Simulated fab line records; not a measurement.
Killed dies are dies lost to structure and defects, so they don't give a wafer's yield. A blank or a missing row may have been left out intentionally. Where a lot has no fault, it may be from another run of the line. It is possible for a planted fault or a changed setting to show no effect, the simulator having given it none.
fab line records	flow sky130
record: lots: 6	wafers: 18	last-day: 49
route steps=708 shown VIA4@640 METAL5@661 PASSIVATION@681 PAD_OPEN@708
lots untouched by any fault: they come from a run of this same line in which no faults occurred
start-h: hours from the record's opening day to when the first of the lot's shown wafers began	wait-h: time in hours since the lot's previous step	" as in the row above	L1.1+2: several wafers, shown together as one row	- no value present, or no start provided	* or withheld: withheld	< > ~ a bound
route shown NAME@n: names a module that has steps shown in the file, with the first one's number in the route	usual: average and standard deviation across the fault-free wafers	same: alike in all rows	chamber/n: place in a boat	sites: the reading at each site	_std_site: how widely they spread, as a standard deviation	_edge_site: mean of outer sites minus mean of inner sites	radius-mm: for every site, how far away it sits from the centre of the wafer	mask NAME#n: copy n	behind: the tool/chamber that last shaped the wafer	hold: the reason the lot was held/the length of the hold in hours/how it ended	device: transistor that didn't switch, given as n, p or np	end of line: tests of these same wafers at the route's end	a step given without rows: its recipe and nothing more	killed: dies that structure and defects cost at the first sort, which is not the same as the wafer's yield	map: per-die view of a wafer (x killed, . not killed, _ where there is no die)
set.NAME: the setting as run; set.NAME@STEP: as run at that earlier step	model.NAME: the simulator's own value behind a step, which no gauge read
lots at selected steps of the route; one table per step, one row per wafer
services: the hour from which a tool's chamber was out of use, counted from the record's first day as start-h (under 0 if before that day), plus the number of hours and why
== steps ==
step: SKY_VIA4_THK_MEAS_01
recipe: reads: SiO2_of_VIA4_HDPCVD_00
usual: VIA4_HDPCVD_THK: 1756/25
lot.wafer	tool	chamber	start-h	wait-h	VIA4_HDPCVD_THK[nm]
L475.3	film-metro-03	-	1012.76	0.1	1756
L475.4	"	-	"	"	1740
L475.6	"	-	"	"	1765
L478.3	film-metro-01	-	1066.53	0.1	1782
L478.4	"	-	"	"	1759
L478.6	"	-	"	"	1722
L476.2	film-metro-01	-	1067.72	0.1	1786
L476.3	"	-	"	"	1757
L476.5	"	-	"	"	1776
L477.3	film-metro-03	-	1070.83	0.1	1769
L477.5	"	-	"	"	1700
L477.6	"	-	"	"	1735
L488.1	film-metro-03	-	1086.45	0.1	1742
L488.3	"	-	"	"	1731
L488.6	"	-	"	"	1738
L489.4	film-metro-03	-	1098.59	0.0	1753
L489.5	"	-	"	"	1789
L489.6	"	-	"	"	1776
step: SKY_VIA4_CMP_02
recipe: material: SiO2	down-force-psi: 4	platen-rpm: 60	pad-velocity-m-s: 0.94248
usual: motor-current-A: 11.5/0.73
lot.wafer	tool	chamber	start-h	wait-h	motor-current-A
L475.4	cmp-01	0	1012.85	0.1	11.5
L475.3	"	1	"	"	13.1
L475.6	"	0	"	"	11.5
L478.3	cmp-02	3	1066.57	0.0	11.4
L478.4	"	1	"	"	11.6
L478.6	"	0	"	"	12.3
L476.3	cmp-02	3	1067.77	0.0	11.3
L476.2	"	0	"	"	11.7
L476.5	"	3	"	"	11.3
L477.3	cmp-02	0	1071.02	0.2	12.1
L477.6	"	1	"	"	11.9
L477.5	"	2	"	"	10.4
L488.1	cmp-02	3	1086.98	0.5	11.5
L488.3	"	1	"	"	11.4
L488.6	"	2	"	"	10.9
L489.4	cmp-02	1	1099.28	0.7	11.0
L489.5	"	1	"	"	12.0
L489.6	"	2	"	"	10.4
step: SKY_VIA4_BOW_MEAS_03
recipe: mode: bow
usual: VIA4_BOW: 79/7.9
lot.wafer	tool	chamber	start-h	wait-h	VIA4_BOW[um]
L475.3	film-metro-02	-	1013.14	0.2	91
L475.4	"	-	"	"	73
L475.6	"	-	"	"	89
L478.3	film-metro-02	-	1066.91	0.3	64
L478.4	"	-	"	"	69
L478.6	"	-	"	"	81
L476.2	film-metro-02	-	1068.09	0.2	98
L476.3	"	-	"	"	71
L476.5	"	-	"	"	94
L477.3	film-metro-02	-	1071.21	0.1	84
L477.5	"	-	"	"	85
L477.6	"	-	"	"	93
L488.1	film-metro-02	-	1087.23	0.2	74
L488.3	"	-	"	"	77
L488.6	"	-	"	"	74
L489.4	film-metro-01	-	1099.66	0.3	77
L489.5	"	-	"	"	74
L489.6	"	-	"	"	69
step: SKY_VIA4_DEHYDRATE_04
recipe: temp-c: 200	time-s: 60
step: SKY_VIA4_HMDS_05
recipe: prime-time-s: 60	prime-temp-c: 120
step: SKY_VIA4_COAT_06
recipe: resist: NOVOLAK	spin-rpm: 3000	resist-thk-nm: 1140
step: SKY_VIA4_SOFTBAKE_07
recipe: temp-c: 90.35	time-s: 60	resist: NOVOLAK
step: SKY_VIA4_EXPOSE_08
recipe: mask-id: VIM4	na: 0.6	source-shape: conventional	sigma-outer: 0.6	polarization: unpolarized	target-cd-nm: 800	dose-mj: 132
step: SKY_VIA4_PEB_09
recipe: temp-c: withheld	time-s: *	resist: NOVOLAK
step: SKY_VIA4_DEVELOP_10
recipe: resist: NOVOLAK	developer: TMAH	develop-time-s: 60	dev-temp-c: 23
step: SKY_VIA4_OVL_MEAS_11
usual: VIA4_OVL: -0.4/1.6
lot.wafer	tool	chamber	start-h	wait-h	VIA4_OVL[nm]
L475.3	overlay-01	-	1036.03	0.1	0.5
L475.4	"	-	"	"	-1.4
L475.6	"	-	"	"	0.9
L478.3	overlay-02	-	1086.95	0.1	-2.4
L478.4	"	-	"	"	1.4
L478.6	"	-	"	"	0.9
L476.2	overlay-02	-	1088.26	0.1	0.1
L476.3	"	-	"	"	-1.2
L476.5	"	-	"	"	-0.8
L477.3	overlay-02	-	1091.87	0.1	-2.1
L477.5	"	-	"	"	-1.7
L477.6	"	-	"	"	-4.7
L488.1	overlay-02	-	1107.06	0.1	-0.6
L488.3	"	-	"	"	-0.6
L488.6	"	-	"	"	-0.4
L489.4	overlay-02	-	1118.46	0.1	0.9
L489.5	"	-	"	"	0.1
L489.6	"	-	"	"	-0.4
step: SKY_VIA4_ETCH_12
recipe: target: SiO2	chemistry: C4F8/O2/Ar	stop-on: TiN	mask-material: NOVOLAK	source-w: 1500	bias-w: 1200	pressure-mtorr: 40	c4f8-flow-sccm: withheld	O2_flow_sccm: 6	Ar_flow_sccm: 300	time-s: withheld	target-depth-a: 5800
step: SKY_VIA4_STRIP_13
recipe: chemistry: O2/N2	power-w: 1400	pressure-mtorr: 1500	platen-temp-c: withheld	o2-flow-sccm: 3000	n2-flow-sccm: 300	overash-fraction: 0.5
usual: drypump-motor-current-A: 5.4/0.43	oes-product-au: 0.710/0.004	strip-time-to-endpoint-s: 12.79/0.036
lot.wafer	tool	chamber	start-h	wait-h	drypump-motor-current-A	oes-product-au	rf-hours-counter-h	strip-time-to-endpoint-s
L475.3	plasma-asher-01	0	1036.16	-	5.6	0.720	-	12.76
L475.4	"	1	"	"	5.0	0.707	-	12.81
L475.6	"	0	"	"	5.5	0.704	-	12.77
L478.3	plasma-asher-02	1	1087.08	-	4.9	0.706	-	12.80
L478.4	"	0	"	"	5.5	0.711	-	12.81
L478.6	"	0	"	"	5.5	0.713	-	12.76
L476.2	plasma-asher-04	0	1088.36	-	5.8	0.705	2	12.79
L476.3	"	0	"	"	5.9	0.715	-	12.75
L476.5	"	0	"	"	5.9	0.709	-	12.84
L477.3	plasma-asher-04	1	1092.00	-	6.2	0.706	-	12.71
L477.5	"	0	"	"	5.9	0.710	-	12.76
L477.6	"	1	"	"	6.2	0.715	-	12.70
L488.1	plasma-asher-01	1	1107.16	-	5.0	0.718	97	12.69
L488.3	"	1	"	"	5.0	0.708	-	12.79
L488.6	"	0	"	"	5.5	0.707	-	12.73
L489.4	plasma-asher-01	1	1118.58	-	5.0	0.708	-	12.80
L489.5	"	0	"	"	5.5	0.711	-	12.83
L489.6	"	1	"	"	5.0	0.713	-	12.81
step: SKY_VIA4_STRIP_14
recipe: chemistry: post-etch-residue-remover	time-s: 1200	temp-c: 72.5
step: SKY_VIA4_CLEAN_15
recipe: chemistry: IPA	time-s: 180	temp-c: 25
step: SKY_VIA4_CLEAN_16
recipe: chemistry: O3/DIW	dry: n2-spin
step: SKY_VIA4_SPUTTER_17
recipe: material: TiN	target-thk-nm: 20	chamber-pressure-pa: 5	power-w: 4000	time-s: 80
step: SKY_VIA4_CVD_18
recipe: material: W	target-thk-nm: 505	time-s: 152.14	temp-c: 398.2	pressure-torr: 40
step: SKY_VIA4_RS_MEAS_19
recipe: thk-meas-gauge: four-point-probe	reads: W_of_VIA4_CVD_18+TiN_of_VIA4_SPUTTER_17
usual: VIA4_W_RS: 0.233/0.0031
lot.wafer	tool	chamber	start-h	wait-h	VIA4_W_RS[ohm/sq]
L475.3	film-metro-02	-	1036.98	0.1	0.235
L475.4	"	-	"	"	0.232
L475.6	"	-	"	"	0.228
L478.3	film-metro-03	-	1087.92	0.1	0.234
L478.4	"	-	"	"	0.233
L478.6	"	-	"	"	0.230
L476.2	film-metro-01	-	1089.23	0.1	0.230
L476.3	"	-	"	"	0.230
L476.5	"	-	"	"	0.225
L477.3	film-metro-02	-	1092.81	0.1	0.232
L477.5	"	-	"	"	0.231
L477.6	"	-	"	"	0.232
L488.1	film-metro-03	-	1107.97	0.1	0.228
L488.3	"	-	"	"	0.229
L488.6	"	-	"	"	0.231
L489.4	film-metro-01	-	1119.41	0.1	0.232
L489.5	"	-	"	"	0.232
L489.6	"	-	"	"	0.229
step: SKY_VIA4_THK_MEAS_20
recipe: thk-meas-gauge: xrf	reads: W_of_VIA4_CVD_18
usual: VIA4_W_THK: 489/7.8
lot.wafer	tool	chamber	start-h	wait-h	VIA4_W_THK[nm]
L475.3	film-metro-02	-	1037.08	0.1	484
L475.4	"	-	"	"	489
L475.6	"	-	"	"	498
L478.3	film-metro-03	-	1088.02	0.1	484
L478.4	"	-	"	"	486
L478.6	"	-	"	"	491
L476.2	film-metro-01	-	1089.34	0.1	496
L476.3	"	-	"	"	496
L476.5	"	-	"	"	507
L477.3	film-metro-02	-	1092.91	0.1	483
L477.5	"	-	"	"	491
L477.6	"	-	"	"	488
L488.1	film-metro-03	-	1108.09	0.1	492
L488.3	"	-	"	"	489
L488.6	"	-	"	"	483
L489.4	film-metro-01	-	1119.50	0.1	496
L489.5	"	-	"	"	496
L489.6	"	-	"	"	504
step: SKY_VIA4_CMP_21
recipe: stop-on: SiO2	t-overpolish-s: 25	down-force-psi: 3.5	platen-rpm: 60	target-thk-nm: 0	pad-velocity-m-s: 0.94248
usual: motor-current-A: 10.6/0.67	overpolish-run-s: 24.999/0.0094	time-to-endpoint-s: 119/3.8
lot.wafer	tool	chamber	start-h	wait-h	motor-current-A	overpolish-run-s	time-to-endpoint-s
L475.3	cmp-01	2	1037.12	0.0	10.0	24.984	114
L475.4	"	0	"	"	10.0	25.009	120
L475.6	"	2	"	"	9.7	25.002	119
L478.4	cmp-02	1	1088.06	0.0	10.6	24.999	117
L478.3	"	0	"	"	11.6	25.006	117
L478.6	"	2	"	"	9.7	24.994	120
L476.3	cmp-02	3	1089.39	0.0	10.7	25.012	118
L476.2	"	2	"	"	9.6	24.992	123
L476.5	"	0	"	"	11.1	25.011	119
L477.3	cmp-02	0	1092.95	0.0	10.7	24.994	118
L477.6	"	0	"	"	11.6	24.999	115
L477.5	"	1	"	"	10.1	24.986	122
L488.1	cmp-02	3	1108.15	0.1	10.7	25.002	124
L488.3	"	1	"	"	10.0	24.987	123
L488.6	"	0	"	"	11.6	24.986	119
L489.4	cmp-02	3	1119.53	0.0	11.1	24.998	117
L489.6	"	3	"	"	10.9	25.018	122
L489.5	"	0	"	"	10.9	25.009	118
step: SKY_METAL5_SPUTTER_00
recipe: material: Ti	target-thk-nm: 15	power-w: 3000	time-s: 10	chamber-pressure-pa: 0.4
usual: throttle-valve-pct: 30.1/1.1
lot.wafer	tool	chamber	start-h	wait-h	throttle-valve-pct
L475.3	pvd-sputter-03	-	1037.42	0.2	30.6
L475.4	"	-	"	"	30.9
L475.6	"	-	"	"	32.0
L478.3	pvd-sputter-02	-	1088.36	0.1	28.8
L478.4	"	-	"	"	29.6
L478.6	"	-	"	"	28.7
L476.2	pvd-sputter-04	-	1089.69	0.1	30.9
L476.3	"	-	"	"	29.5
L476.5	"	-	"	"	30.3
L477.3	pvd-sputter-03	-	1093.25	0.2	31.0
L477.5	"	-	"	"	31.1
L477.6	"	-	"	"	29.6
L488.1	pvd-sputter-03	-	1108.45	0.2	31.0
L488.3	"	-	"	"	32.1
L488.6	"	-	"	"	29.3
L489.4	pvd-sputter-04	-	1119.83	0.2	30.2
L489.5	"	-	"	"	29.7
L489.6	"	-	"	"	30.1
step: SKY_METAL5_SPUTTER_01
recipe: material: TiN	target-thk-nm: 20	power-w: 6500	time-s: 16.7	chamber-pressure-pa: 0.4
step: SKY_METAL5_SPUTTER_02
recipe: material: AlCu	target-thk-nm: 1150	power-w: 10600	time-s: 61.2	chamber-pressure-pa: 0.4
step: SKY_METAL5_SPUTTER_03
recipe: material: Ti	target-thk-nm: 5	power-w: 3000	time-s: 3.3	chamber-pressure-pa: 0.4
step: SKY_METAL5_SPUTTER_04
recipe: material: TiN	target-thk-nm: 70	power-w: 6500	time-s: 58.3	chamber-pressure-pa: 0.4
step: SKY_METAL5_RS_MEAS_05
recipe: thk-meas-gauge: four-point-probe	reads: TiN_of_METAL5_SPUTTER_04+Ti_of_METAL5_SPUTTER_03+AlCu_of_METAL5_SPUTTER_02+TiN_of_METAL5_SPUTTER_01+Ti_of_METAL5_SPUTTER_00
usual: METAL5_ALCU_RS: 0.0270/0.00035
lot.wafer	tool	chamber	start-h	wait-h	METAL5_ALCU_RS[ohm/sq]
L475.3	film-metro-02	-	1037.62	0.1	0.0273
L475.4	"	-	"	"	0.0269
L475.6	"	-	"	"	0.0274
L478.3	film-metro-02	-	1088.57	0.1	0.0266
L478.4	"	-	"	"	0.0269
L478.6	"	-	"	"	0.0268
L476.2	film-metro-02	-	1089.87	0.0	0.0274
L476.3	"	-	"	"	0.0268
L476.5	"	-	"	"	0.0270
L477.3	film-metro-04	-	1093.46	0.1	0.0273
L477.5	"	-	"	"	0.0271
L477.6	"	-	"	"	0.0269
L488.1	film-metro-04	-	1108.62	0.0	0.0274
L488.3	"	-	"	"	0.0273
L488.6	"	-	"	"	0.0270
L489.4	film-metro-02	-	1120.06	0.1	0.0269
L489.5	"	-	"	"	0.0265
L489.6	"	-	"	"	0.0270
step: SKY_METAL5_THK_MEAS_06
recipe: thk-meas-gauge: xrf	reads: AlCu_of_METAL5_SPUTTER_02
usual: METAL5_ALCU_THK: 1133/17
lot.wafer	tool	chamber	start-h	wait-h	METAL5_ALCU_THK[nm]
L475.3	film-metro-02	-	1037.72	0.1	1132
L475.4	"	-	"	"	1151
L475.6	"	-	"	"	1126
L478.3	film-metro-02	-	1088.67	0.1	1162
L478.4	"	-	"	"	1140
L478.6	"	-	"	"	1143
L476.2	film-metro-02	-	1089.98	0.1	1126
L476.3	"	-	"	"	1142
L476.5	"	-	"	"	1134
L477.3	film-metro-04	-	1093.56	0.1	1119
L477.5	"	-	"	"	1130
L477.6	"	-	"	"	1134
L488.1	film-metro-04	-	1108.74	0.1	1125
L488.3	"	-	"	"	1130
L488.6	"	-	"	"	1134
L489.4	film-metro-02	-	1120.15	0.1	1147
L489.5	"	-	"	"	1168
L489.6	"	-	"	"	1145
step: SKY_METAL5_DEHYDRATE_07
recipe: temp-c: 200	time-s: 60
step: SKY_METAL5_HMDS_08
recipe: prime-time-s: 60	prime-temp-c: 120
step: SKY_METAL5_COAT_09
recipe: resist: NOVOLAK	spin-rpm: 3000	resist-thk-nm: 1800
step: SKY_METAL5_SOFTBAKE_10
recipe: temp-c: 90	time-s: 60	resist: NOVOLAK
step: SKY_METAL5_EXPOSE_11
recipe: mask-id: MM5	na: 0.6	source-shape: conventional	sigma-outer: 0.6	polarization: unpolarized	target-cd-nm: 1600	dose-mj: 190
step: SKY_METAL5_PEB_12
recipe: temp-c: withheld	time-s: *	resist: NOVOLAK
step: SKY_METAL5_DEVELOP_13
recipe: resist: NOVOLAK	developer: TMAH	develop-time-s: 60	dev-temp-c: 23
step: SKY_METAL5_DESCUM_14
recipe: chemistry: O2	source-power-w: 150	bias-power-w: 0	pressure-mtorr: 10	temp-c: 40	time-s: 11
usual: drypump-motor-current-A: 5.9/0.82	oes-product-au: 0.992/0.0097	temp-c: 40.00/0.12
lot.wafer	tool	chamber	start-h	wait-h	drypump-motor-current-A	oes-product-au	rf-hours-counter-h	temp-c
L475.3	rie-metal-04	0	1059.82	0.1	5.9	0.970	-	39.74
L475.4	"	1	"	"	4.8	1.002	-	39.98
L475.6	"	1	"	"	4.8	0.999	-	40.02
L478.3	rie-metal-02	0	1107.77	0.1	5.5	0.996	-	40.00
L478.4	"	1	"	"	6.5	0.996	-	39.97
L478.6	"	1	"	"	6.5	0.994	-	40.16
L476.2	rie-metal-01	0	1108.60	0.1	6.8	0.993	-	39.90
L476.3	"	0	"	"	6.8	0.990	-	39.97
L476.5	"	0	"	"	6.8	0.996	-	40.04
L477.3	rie-metal-01	0	1112.53	0.1	6.8	0.995	-	40.22
L477.5	"	0	"	"	6.7	0.986	-	40.12
L477.6	"	0	"	"	6.8	0.987	-	40.01
L488.1	rie-metal-04	1	1127.91	0.1	4.8	1.014	10	39.88
L488.3	"	1	"	"	4.8	1.010	-	39.78
L488.6	"	0	"	"	5.9	0.987	-	39.99
L489.4	rie-metal-04	0	1140.55	0.1	6.0	0.983	-	40.10
L489.5	"	0	"	"	6.0	0.993	-	39.86
L489.6	"	0	"	"	6.0	0.980	-	39.88
step: SKY_METAL5_METAL_ETCH_15
recipe: target-depth-a: 12600	stop-on: SiO2	over-etch-frac: 0.2	time-s: 252	chemistry: Cl2/BCl3	resist-sidewall-deg: 86	pressure-mtorr: 10	icp-w: 900	bias-w: 48.5	Cl2_flow_sccm: 60	bcl3-flow-sccm: 30
step: SKY_METAL5_STRIP_16
recipe: chemistry: O2/N2	power-w: 1400	pressure-mtorr: 1500	platen-temp-c: withheld	o2-flow-sccm: 3000	n2-flow-sccm: 300	overash-fraction: 0.5
step: SKY_METAL5_STRIP_17
recipe: chemistry: post-etch-residue-remover	time-s: 1200	temp-c: 72.5
step: SKY_METAL5_CLEAN_18
recipe: chemistry: IPA	time-s: 180	temp-c: 25
step: SKY_METAL5_CLEAN_19
recipe: chemistry: O3/DIW	dry: n2-spin
step: SKY_PASSIVATION_CVD_00
recipe: material: SiO2	target-thk-nm: 90	temp-c: 400	time-s: withheld	rf-w: 600
usual: heater-power-w: 662/100
lot.wafer	tool	chamber	start-h	wait-h	heater-power-w
L475.3	pecvd-01	2	1060.70	0.0	567
L475.4	"	0	"	"	750
L475.6	"	2	"	"	581
L478.3	pecvd-04	2	1108.62	0.0	618
L478.4	"	0	"	"	614
L478.6	"	2	"	"	624
L476.2	pecvd-04	0	1109.72	0.0	674
L476.3	"	2	"	"	569
L476.5	"	0	"	"	692
L477.3	pecvd-01	1	1113.64	0.0	785
L477.5	"	2	"	"	576
L477.6	"	0	"	"	757
L488.1	pecvd-03	0	1129.43	0.0	722
L488.3	"	2	"	"	821
L488.6	"	0	"	"	725
L489.4	pecvd-04	2	1141.83	0.0	615
L489.5	"	1	"	"	448
L489.6	"	0	"	"	709
step: SKY_PAD_OPEN_PROBE_99
usual: defect-limited-yield: 82.5/2	killed_at_M0_to_M3: 43/7.3	killed_at_M4_up: 3.5/2.2	killed-at-contacts: 24/5.3	killed-at-front-end: 15/4.2	killed-at-other: 0.3/0.67	killed-dies: 86/9.8	killed-open: 47/7.2	killed-short: 39/6.5
same: gross-dies: 492	killed-at-back-side: 0
lot.wafer	tool	chamber	start-h	wait-h	defect-limited-yield[%]	killed_at_M0_to_M3	killed_at_M4_up	killed-at-contacts	killed-at-front-end	killed-at-other	killed-dies	killed-open	killed-short	model.etest.tester.sort-n-pass	model.etest.tester.sort-yield-pct	model.etest.tester.sort_bin_5_pct	model.etest.tester.sort_bin_3_pct
L475.3	prober-01	-	1104.50	0.2	80.9	56	3	24	9	2	94	54	39	398	80.89	12.6	0.6098
L475.4	prober-01	-	1104.55	0.2	82.9	42	5	18	19	0	84	49	33	408	82.93	10.98	0.6098
L475.6	prober-01	-	1104.65	0.2	81.5	45	1	25	20	0	91	46	44	401	81.5	9.35	1.016
L478.3	prober-02	-	1150.60	0.2	80.1	51	6	23	16	2	98	60	36	394	80.08	11.79	0.4065
L478.4	prober-02	-	1150.65	0.2	84.1	25	4	26	23	0	78	45	33	414	84.15	10.37	0.4065
L478.6	prober-02	-	1150.75	0.2	81.5	49	2	26	13	1	91	57	34	401	81.5	11.18	0.4065
L476.2	prober-01	-	1152.66	0.1	82.3	38	2	29	18	0	87	45	42	405	82.32	11.38	1.22
L476.3	prober-01	-	1152.71	0.2	81.7	36	4	31	19	0	90	49	40	374	76.02	9.756	0.6098
L476.5	prober-01	-	1152.81	0.2	81.9	41	2	32	14	0	89	45	44	403	81.91	12.6	0.813
L477.3	prober-01	-	1155.71	0.2	84.1	38	4	22	14	0	78	42	36	414	84.15	9.35	0.6098
L477.5	prober-01	-	1155.81	0.2	85.6	30	3	22	16	0	71	39	32	421	85.57	10.16	0.2033
L477.6	prober-01	-	1155.86	0.2	84.1	47	3	19	9	0	78	45	33	414	84.15	9.35	1.626
L488.1	prober-01	-	1171.40	0.1	78.3	55	19	25	8	0	107	40	52	385	78.25	12.8	2.642
L488.3	prober-01	-	1171.50	0.2	79.9	35	24	28	11	1	99	43	34	393	79.88	13.01	2.236
L488.6	prober-01	-	1171.65	0.2	74.6	43	48	20	14	0	125	45	34	367	74.59	15.85	2.642
L489.4	prober-02	-	1179.05	0.2	80.5	38	25	21	12	0	96	50	26	396	80.49	10.77	1.423
L489.5	prober-02	-	1179.10	0.2	71.5	52	49	20	19	0	140	46	48	352	71.54	17.28	2.033
L489.6	prober-02	-	1179.15	0.2	82.1	43	16	20	9	0	88	32	41	404	82.11	10.37	1.22
killed by level:class
L475.3 VIA2:geometric-particle:open=17 VIA1:geometric-particle:open=12 CONTACT:geometric-particle:open=9 CONTACT:geometric-particle:short=6 LOCAL_INTERCONNECT:geometric-particle:short=5 VIA3:geometric-particle:short=5 METAL2:geometric-particle:open=4 VIA3:geometric-particle:open=4
L475.4 VIA1:geometric-particle:open=11 CONTACT:geometric-particle:open=8 VIA2:geometric-particle:open=7 FIELD_ISO:geometric-particle:open=6 METAL2:geometric-particle:short=6 VIA3:geometric-particle:open=5 POLY_GATE:geometric-particle:open=5 CONTACT:geometric-particle:short=5
L475.6 VIA3:geometric-particle:open=12 VIA1:geometric-particle:open=8 CONTACT:geometric-particle:open=8 LOCAL_INTERCONNECT:geometric-particle:short=6 LI_CONTACT:geometric-particle:short=5 CONTACT:geometric-particle:short=5 METAL2:geometric-particle:short=5 FIELD_ISO:geometric-particle:open=4
L478.3 VIA3:geometric-particle:open=11 VIA1:geometric-particle:open=11 LI_CONTACT:geometric-particle:open=9 CONTACT:geometric-particle:open=7 FIELD_ISO:geometric-particle:open=6 VIA2:geometric-particle:open=6 FIELD_ISO:geometric-particle:short=5 METAL2:geometric-particle:short=5
L478.4 FIELD_ISO:geometric-particle:open=9 CONTACT:geometric-particle:open=9 LI_CONTACT:geometric-particle:open=8 CONTACT:geometric-particle:short=6 VIA3:geometric-particle:open=6 FIELD_ISO:geometric-particle:short=5 METAL2:geometric-particle:short=4 VIA1:geometric-particle:open=3
L478.6 VIA1:geometric-particle:open=16 CONTACT:geometric-particle:open=11 VIA1:geometric-particle:short=8 VIA3:geometric-particle:open=7 LI_CONTACT:geometric-particle:open=6 FIELD_ISO:geometric-particle:open=5 VIA2:geometric-particle:open=5 METAL1:geometric-particle:short=4
L476.2 VIA2:geometric-particle:open=11 CONTACT:geometric-particle:short=9 LI_CONTACT:geometric-particle:open=7 CONTACT:geometric-particle:open=7 VIA1:geometric-particle:open=7 FIELD_ISO:geometric-particle:open=6 FIELD_ISO:geometric-particle:short=5 METAL1:geometric-particle:short=5
L476.3 CONTACT:geometric-particle:open=12 VIA1:geometric-particle:open=12 LOCAL_INTERCONNECT:geometric-particle:short=9 FIELD_ISO:geometric-particle:short=7 LI_CONTACT:geometric-particle:open=6 VIA3:geometric-particle:open=6 VIA1:geometric-particle:short=5 POLY_GATE:geometric-particle:short=4
L476.5 VIA1:geometric-particle:open=13 CONTACT:geometric-particle:open=11 LOCAL_INTERCONNECT:geometric-particle:short=10 VIA2:geometric-particle:open=7 POLY_GATE:geometric-particle:short=5 CONTACT:geometric-particle:short=4 LI_CONTACT:geometric-particle:open=4 METAL2:geometric-particle:short=4
L477.3 VIA1:geometric-particle:open=10 LI_CONTACT:geometric-particle:open=9 METAL2:geometric-particle:short=8 VIA2:geometric-particle:open=7 CONTACT:geometric-particle:open=6 POLY_GATE:geometric-particle:short=6 VIA1:geometric-particle:short=4 FIELD_ISO:geometric-particle:open=3
L477.5 LI_CONTACT:geometric-particle:open=6 CONTACT:geometric-particle:open=6 POLY_GATE:geometric-particle:open=5 METAL2:geometric-particle:short=5 CONTACT:geometric-particle:short=4 VIA1:geometric-particle:open=4 VIA3:geometric-particle:open=4 FIELD_ISO:geometric-particle:short=3
L477.6 VIA1:geometric-particle:open=14 METAL2:geometric-particle:short=8 CONTACT:geometric-particle:open=7 LI_CONTACT:geometric-particle:open=6 VIA2:geometric-particle:open=6 METAL3:geometric-particle:short=4 POLY_GATE:geometric-particle:open=3 CONTACT:geometric-particle:short=3
L488.1 VIA4:unspecified=15 VIA1:geometric-particle:open=8 VIA2:geometric-particle:open=7 METAL2:geometric-particle:short=7 METAL1:geometric-particle:short=6 VIA1:geometric-particle:short=6 LI_CONTACT:geometric-particle:short=5 LOCAL_INTERCONNECT:geometric-particle:short=5
L488.3 VIA4:unspecified=22 VIA1:geometric-particle:open=10 CONTACT:geometric-particle:open=9 LI_CONTACT:geometric-particle:open=8 METAL2:geometric-particle:short=6 LOCAL_INTERCONNECT:geometric-particle:short=5 FIELD_ISO:geometric-particle:open=4 VIA3:geometric-particle:short=4
L488.6 VIA4:unspecified=46 CONTACT:geometric-particle:open=9 LI_CONTACT:geometric-particle:open=7 VIA2:geometric-particle:open=6 METAL1:geometric-particle:short=6 VIA1:geometric-particle:open=6 POLY_GATE:geometric-particle:open=5 POLY_GATE:geometric-particle:short=5
L489.4 VIA4:unspecified=20 CONTACT:geometric-particle:open=11 VIA1:geometric-particle:open=8 LI_CONTACT:geometric-particle:open=7 FIELD_ISO:geometric-particle:open=5 VIA2:geometric-particle:open=5 VIA3:geometric-particle:open=5 METAL2:geometric-particle:short=5
L489.5 VIA4:unspecified=46 VIA1:geometric-particle:open=12 METAL1:geometric-particle:short=7 CONTACT:geometric-particle:open=6 VIA1:geometric-particle:short=6 METAL2:geometric-particle:short=6 POLY_GATE:geometric-particle:short=5 POLY_GATE:geometric-particle:open=5
L489.6 VIA4:unspecified=15 METAL2:geometric-particle:short=10 CONTACT:geometric-particle:open=8 VIA1:geometric-particle:short=8 METAL1:geometric-particle:short=7 VIA2:geometric-particle:open=6 VIA1:geometric-particle:open=6 VIA3:geometric-particle:open=5
map L488.6 (x killed, . not)
__________........x._________
________.....x.......x_______
______.x....x.....x....._____
_____............x.......____
____............x..x......___
___x..x....xx...........x..__
__...x.x......x.....xx.x..x._
_.x.x..........xx.x.....x.x..
_...........xxx..xxx.........
_....x.x.x.xxx...........x...
_......xxxxxxx....x.......x.x
_...xx..xxxxxx.x..x....x..x..
_..x..xxxxxxxxxxx............
_.....x.xxxxxx.x.............
_...x.xxx.xxxx.x...x...x.x..x
__....x..x.x.x.x..x........._
___..xxx...x........x....x.__
____........x....xx..x....___
_____.xx.......x.xx....x.____
______.x................_____
________...x...x......_______
__________...xx..xx._________
map L489.5 (x killed, . not)
__________x..x......_________
________.............._______
______.................._____
_____....x.....x.x....xx.____
____........x....x........___
___...x.x.x...x...x.....x..__
__........x.x...x.xx........_
_.....x....x..xx.x.......xx..
_...x..........xxx........x..
_x..x.xx..x.xx..x..x.........
_xx....xxxxxxxx..x.......x.xx
_.....xxxxxxxxx......x....xx.
_....xxxxxxxxxxxx...x..x..x..
_x...x.xxxxxxx.xx............
_x...xx.xxxxxxxx..x......x...
__..xxx...x.........x......x_
___x.xx...xx..x.x.x....x...__
____.x.x..........x..x....___
_____.x.....x.x..........____
______....x.x.x........x_____
________.....x..xx.xx._______
__________.....x..xx_________
== services ==
tool	chamber	start-h	hours	kind
rie-metal-01	-	995.88	0.6	repair
cmp-02	-	996.56	0.8	repair
pecvd-04	1	997.98	2.1	scheduled-down
pecvd-04	2	1005.15	5.5	scheduled-down
cmp-02	-	1018.82	0.3	repair
pvd-sputter-03	1	1020.88	-	consumable-replace:kit
pvd-sputter-03	1	1020.88	18.0	scheduled-down
pvd-sputter-03	1	1020.88	18.0	vent-cycle
pvd-sputter-04	1	1028.98	-	consumable-replace:kit
pecvd-04	2	1032.17	4.3	repair
pvd-sputter-02	-	1036.23	7.5	repair
pecvd-03	0	1040.65	11.4	repair
pecvd-04	-	1042.93	0.6	repair
plasma-asher-04	-	1055.25	9.0	pm
pvd-sputter-03	-	1061.07	1.1	repair
rie-metal-02	-	1079.06	0.1	repair
cmp-01	-	1084.08	4.0	pm
cmp-02	-	1095.14	2.9	repair
cmp-01	-	1098.12	4.1	pm
rie-metal-01	1	1104.24	10.0	repair
pvd-sputter-03	-	1114.49	2.8	repair
cmp-02	-	1117.37	1.2	repair
cmp-02	-	1117.78	1.3	repair
rie-metal-04	1	1130.16	12.6	repair
== key ==
first-sign: step: SKY_PAD_OPEN_PROBE_99	reading: killed_at_M4_up	direction: up	sigmas: 12	usual: 3.5	struck: 30.2
effect: step: SKY_PAD_OPEN_PROBE_99	reading: defect-limited-yield	direction: down	sigmas: 2.3	usual: 82.5	struck: 77.8	wafers-moved: 2
model-effect: step: SKY_PAD_OPEN_PROBE_99	value: etest.tester.sort-n-pass	without: 407	struck: 382.8
met-at SKY_VIA4_STRIP_13
struck-wafers L488.1,L488.3,L488.6,L489.4,L489.5,L489.6
onset-between 1036.16 1107.16
also-fits time
fault: kind: chamber-particle-source	tool: plasma-asher-01	chamber: -	onset-h: 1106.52	steps: SKY_VIA4_STRIP_13	rate-per-visit-cm2: 0.52778	end-h: 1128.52
